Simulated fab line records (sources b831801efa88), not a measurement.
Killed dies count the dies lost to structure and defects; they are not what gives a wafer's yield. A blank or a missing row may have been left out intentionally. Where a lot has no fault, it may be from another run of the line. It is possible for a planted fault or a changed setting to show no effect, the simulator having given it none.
Problem report in the 8D (eight disciplines) form, filled by code    flow sky130    the parts of the form that need people (team, actions taken, sign-off) are left out

1. WHAT WENT WRONG
SKY_VIA3_STRIP_16, stripTimeToEndpointS: mean 4.237 s on 2 wafers (1 lot); fault-free wafers 4.126 s, standard deviation 0.024. That puts it +4.6 standard deviations away from the usual mean.
The step: strips in O2/N2.
The first sign was on wafer L670.2 at day 43 23:37, on plasmaAsher-02. The record has a number at this step for 33 wafers belonging to 11 lots. Rule for "out" (also "out of limits"): further than 4 standard deviations from the usual mean. Any other wafer with a number is counted as sound.

2. WHAT IT IS; WHAT IT IS NOT
question                     is                    is not
which readings at this step  stripTimeToEndpointS  drypumpMotorCurrentA, oesProductAu
which lots                   L670                  L656, L657, L658, L659, L660, L662, L672, L674, L677, L679
which wafers of those lots   L670.2, L670.6        L670.4
read on which tools          plasmaAsher-02        plasmaAsher-01, plasmaAsher-04
when                         from day 43 23:37     up to then (19 sound wafers); but 12 sound wafers of L672, L674, L677, L679 came after

3. SUSPECTS, AND WHAT RULES EACH OUT
Counting: a tool at a process step up to the reading stays a suspect if it ran every lot that is out. Sound lots after the first of them don't rule it out here, since some wafers of a struck lot are sound.
- pvdSputter-02 at SKY_LI_CONTACT_SPUTTER_19 (material Ti, target thk 20 nm, time 106.37 s): kept. L670, the lot that is out, went through it at day 34 00:21; up to then, the latest sound lot through it was L662 at day 31 03:16.
- cvdW-02 at SKY_VIA2_CVD_21 (deposits W, target thk 420 nm, time 126.4 s): kept. L670, the lot that is out, went through it at day 40 22:11; up to then, the latest sound lot through it was L659 at day 37 08:00.
- rieDiel-03 at SKY_VIA3_ETCH_14 (etches BARC in N2/H2, stops on SiO2, time 45.9 s, target depth 60 nm): kept. L670, the lot that is out, went through it at day 43 23:31; up to then, the latest sound lot through it was L662 at day 41 11:26.
- plasmaAsher-02 at SKY_VIA3_STRIP_16 (strips in O2/N2): kept. L670, the lot that is out, went through it at day 43 23:37; up to then, the latest sound lot through it was L658 at day 40 03:55. Out on those wafers are its own readings of stripTimeToEndpointS.
- Within cvdW-02 at SKY_VIA2_CVD_21, the wafers that are out were processed in chamber 0 and their sound lot-mates in chamber 1.
- Within rieDiel-03 at SKY_VIA3_ETCH_14, the wafers that are out were processed in chamber 1 and their sound lot-mates in chamber 2.
Left after counting: pvdSputter-02 at SKY_LI_CONTACT_SPUTTER_19, cvdW-02 at SKY_VIA2_CVD_21, rieDiel-03 at SKY_VIA3_ETCH_14, plasmaAsher-02 at SKY_VIA3_STRIP_16.

4. THE CAUSE (what the simulator had put in)
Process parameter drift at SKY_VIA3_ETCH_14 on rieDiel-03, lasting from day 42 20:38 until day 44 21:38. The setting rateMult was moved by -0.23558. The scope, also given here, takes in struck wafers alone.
4 suspects survive the count, and this tool is in that group.

5. THE CHAIN OF EFFECTS, in route order
Each row: a reading whose mean over the struck wafers that have a number lies more than 3 standard deviations from the usual. Readings are gone through only where the record gives a usual standard deviation; hours: the median, over the lots, of the time from a lot's start at the first step in this table giving one to that lot's start at this step; sigmas: the change measured in usual standard deviations.
hours  step               reading               usual    on struck wafers  change  sigmas
0      SKY_VIA3_STRIP_16  stripTimeToEndpointS  4.126 s  4.237             +0.111  +4.6
It contains these process steps:
- SKY_VIA3_STRIP_16: strips in O2/N2.

6. WHAT WOULD HAVE CAUGHT IT SOONER
The fault began at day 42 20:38; the first out-of-limits reading in this record came at day 43 23:37, 27 hours later.
No tool reading at SKY_VIA3_ETCH_14 that has a usual standard deviation in the record was out on any struck wafer, so an alarm limit of 4 standard deviations on those readings would not have fired.
By day 43 23:37, every lot that is out (1) had started SKY_VIA3_ETCH_14 on rieDiel-03. A hold on the tool at that time would have spared none of them.
